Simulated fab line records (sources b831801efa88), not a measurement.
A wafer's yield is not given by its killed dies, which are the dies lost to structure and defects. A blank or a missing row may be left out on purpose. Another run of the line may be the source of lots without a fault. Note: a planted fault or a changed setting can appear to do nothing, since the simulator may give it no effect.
Which tool is to blame? || flow sky130 || Sampling: 14 lots, 42 wafers, 2 of 708 route steps

WHAT EACH GAUGE READ, for each wafer
The record lacks any reading of a measuring or inspecting step that a usual standard deviation could be used to judge.

WHAT TOOL EACH LOT RAN ON (gives the tool, then ch and the chambers of the sampled wafers, and finally the start)
{"lot": "L233", "SKY_METAL4_SPUTTER_01": "pvdSputter-02, day 39 19:04", "SKY_PAD_OPEN_PROBE_99": "-"}
{"lot": "L234", "SKY_METAL4_SPUTTER_01": "pvdSputter-04, day 39 23:43", "SKY_PAD_OPEN_PROBE_99": "-"}
{"lot": "L235", "SKY_METAL4_SPUTTER_01": "pvdSputter-03, day 40 06:35", "SKY_PAD_OPEN_PROBE_99": "-"}
{"lot": "L236", "SKY_METAL4_SPUTTER_01": "pvdSputter-03, day 40 11:20", "SKY_PAD_OPEN_PROBE_99": "-"}
{"lot": "L239", "SKY_METAL4_SPUTTER_01": "pvdSputter-04, day 42 09:27", "SKY_PAD_OPEN_PROBE_99": "-"}
{"lot": "L240", "SKY_METAL4_SPUTTER_01": "pvdSputter-04, day 42 12:48", "SKY_PAD_OPEN_PROBE_99": "-"}
{"lot": "L241", "SKY_METAL4_SPUTTER_01": "pvdSputter-03, day 42 15:52", "SKY_PAD_OPEN_PROBE_99": "-"}
{"lot": "L244", "SKY_METAL4_SPUTTER_01": "pvdSputter-02, day 43 05:57", "SKY_PAD_OPEN_PROBE_99": "-"}
{"lot": "L243", "SKY_METAL4_SPUTTER_01": "pvdSputter-03, day 43 09:12", "SKY_PAD_OPEN_PROBE_99": "-"}
{"lot": "L246", "SKY_METAL4_SPUTTER_01": "pvdSputter-02, day 43 16:57", "SKY_PAD_OPEN_PROBE_99": "prober-01, day 49 03:53"}
{"lot": "L249", "SKY_METAL4_SPUTTER_01": "pvdSputter-02, day 44 02:26", "SKY_PAD_OPEN_PROBE_99": "prober-02, day 49 12:17"}
{"lot": "L252", "SKY_METAL4_SPUTTER_01": "pvdSputter-03, day 45 05:29", "SKY_PAD_OPEN_PROBE_99": "-"}
{"lot": "L254", "SKY_METAL4_SPUTTER_01": "pvdSputter-03, day 45 21:21", "SKY_PAD_OPEN_PROBE_99": "-"}
{"lot": "L256", "SKY_METAL4_SPUTTER_01": "pvdSputter-03, day 46 03:20", "SKY_PAD_OPEN_PROBE_99": "-"}
- SKY_METAL4_SPUTTER_01: material TiN, target thk 20 nm, time 16.7 s.
- SKY_PAD_OPEN_PROBE_99

WHAT THE TOOLS THEMSELVES READ (means of the sampled wafers that have a number; where no wafer has one, the mark that the record gives instead)
SKY_METAL4_SPUTTER_01.
{"lot": "L233", "tool": "pvdSputter-02", "throttleValvePct (%)": 30.4}
{"lot": "L234", "tool": "pvdSputter-04", "throttleValvePct (%)": 30.4}
{"lot": "L235", "tool": "pvdSputter-03", "throttleValvePct (%)": 30.5}
{"lot": "L236", "tool": "pvdSputter-03", "throttleValvePct (%)": 30.2}
{"lot": "L239", "tool": "pvdSputter-04", "throttleValvePct (%)": 29.9}
{"lot": "L240", "tool": "pvdSputter-04", "throttleValvePct (%)": 30.3}
{"lot": "L241", "tool": "pvdSputter-03", "throttleValvePct (%)": 30.1}
{"lot": "L244", "tool": "pvdSputter-02", "throttleValvePct (%)": 30.3}
{"lot": "L243", "tool": "pvdSputter-03", "throttleValvePct (%)": 30.0}
{"lot": "L246", "tool": "pvdSputter-02", "throttleValvePct (%)": 30.7}
{"lot": "L249", "tool": "pvdSputter-02", "throttleValvePct (%)": 30.6}
{"lot": "L252", "tool": "pvdSputter-03", "throttleValvePct (%)": 29.4}
{"lot": "L254", "tool": "pvdSputter-03", "throttleValvePct (%)": 29.4}
{"lot": "L256", "tool": "pvdSputter-03", "throttleValvePct (%)": 29.8}

SKY_PAD_OPEN_PROBE_99.
{"lot": "L246", "tool": "prober-01", "defectLimitedYield (%)": 69.6, "killed_at_M0_to_M3": 39, "killed_at_M4_up": 71.3, "killedAtContacts": 28, "killedAtFrontEnd": 11, "killedAtOther": 0.3, "killedDies": 150, "killedOpen": 42, "killedShort": 39, "sort_bin_3_pad_short (%)": 5.0, "sort_bin_5_function (%)": 18.8, "sort_bin_6_memory (%)": 6.6, "sortNPass": 342, "sortYieldPct (%)": 69.6}
{"lot": "L249", "tool": "prober-02", "defectLimitedYield (%)": 71.8, "killed_at_M0_to_M3": 39, "killed_at_M4_up": 71.7, "killedAtContacts": 16, "killedAtFrontEnd": 13, "killedAtOther": 0.0, "killedDies": 139, "killedOpen": 35, "killedShort": 33, "sort_bin_3_pad_short (%)": 5.4, "sort_bin_5_function (%)": 16.7, "sort_bin_6_memory (%)": 6.1, "sortNPass": 353, "sortYieldPct (%)": 71.8}

THE ANSWER, worked out from the rows above alone
Rule: what is usual is taken from the lots themselves. The widest of any qualifying gaps counts: lots, ordered by their means at a reading, are off when they make up no more than a third of the lots, leave a main group of 4 or more, and stand apart from it by 3 or more times the standard deviation of that group's means. Not used: any main group whose means are identical at the precision the tables above print for the reading. A lot without any number at a reading at which 4 lots or more have one is off too. Where the step has rows for the other lots, those lots are counted as sound. The gauges are gone through in route order, then the tools' own readings, and for those a lot's mean is taken as printed above. The first step at which some lot is off is used, and at that step the reading that is off furthest; a lot without a number counts as furthest.
Across all readings shown, no lot is off: no conclusion can be drawn from this.

WHAT THE SIMULATOR HAD PUT IN
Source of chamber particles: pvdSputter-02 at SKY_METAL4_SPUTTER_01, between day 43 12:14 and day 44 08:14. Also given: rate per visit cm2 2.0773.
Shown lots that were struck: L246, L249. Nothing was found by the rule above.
